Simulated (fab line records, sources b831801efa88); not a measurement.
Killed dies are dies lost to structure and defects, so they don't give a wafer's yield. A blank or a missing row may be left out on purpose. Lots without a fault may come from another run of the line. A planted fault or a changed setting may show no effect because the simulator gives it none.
Chamber matching | flow sfq_line | SFQ_TRILAYER_I3_CMP_CMP_082 on cmp-02: 4 sister chambers
The step polishes SiO2. 8 wafers are shown with their chamber, then 9 later ones without.

WAFERS WITH THEIR CHAMBER
wafer  | chamber | motor_current_A (A) | time_to_endpoint_s (s)
L452.1 | 1       | 8.1                 | 218
L452.6 | 2       | 10.6                | 219
L453.1 | 2       | 10.5                | 216
L453.2 | 1       | 8.2                 | 222
L453.6 | 3       | 9.8                 | 221
L454.1 | 0       | 9.6                 | 205
L454.2 | 3       | 9.4                 | 215
L454.5 | 0       | 10.1                | 212

WAFERS WITHOUT THEIR CHAMBER
wafer  | motor_current_A (A) | time_to_endpoint_s (s)
L455.2 | 10.4                | 218
L455.5 | 10.0                | 213
L455.6 | 8.1                 | 229
L458.1 | 10.5                | 211
L458.5 | 10.0                | 215
L458.6 | 10.7                | 206
L459.1 | 10.4                | 210
L459.5 | 7.8                 | 221
L459.6 | 10.7                | 214

WHICH CHAMBER EACH WENT THROUGH
wafer  | from the rows above          | in truth
L455.2 | 2                            | 2
L455.5 | can't be placed: 0 or 3 or 2 | 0
L455.6 | 1                            | 1
L458.1 | can't be placed: 2 or 0      | 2
L458.5 | can't be placed: 0 or 3 or 2 | 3
L458.6 | can't be placed: 2 or 0      | 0
L459.1 | can't be placed: 2 or 0 or 3 | 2
L459.5 | 1                            | 1
L459.6 | 2                            | 2
Placed correctly: 4 of 9. Can't be placed from these rows: 5 (the true chamber is among the candidates in 5). Placed wrongly: 0.
How it was worked out, from the rows above alone: a wafer's distance from a chamber is the root of the sum, over the readings, of the square of ((its reading less the chamber's mean) divided by the reading's scatter). The wafer belongs to the nearest chamber; if the next one is less than 2 further off, it can't be placed. A chamber's mean is the mean of its shown wafers. The scatter: the root of (the sum of the squares of (reading less its chamber's mean) over the shown wafers, divided by (wafers less chambers)).
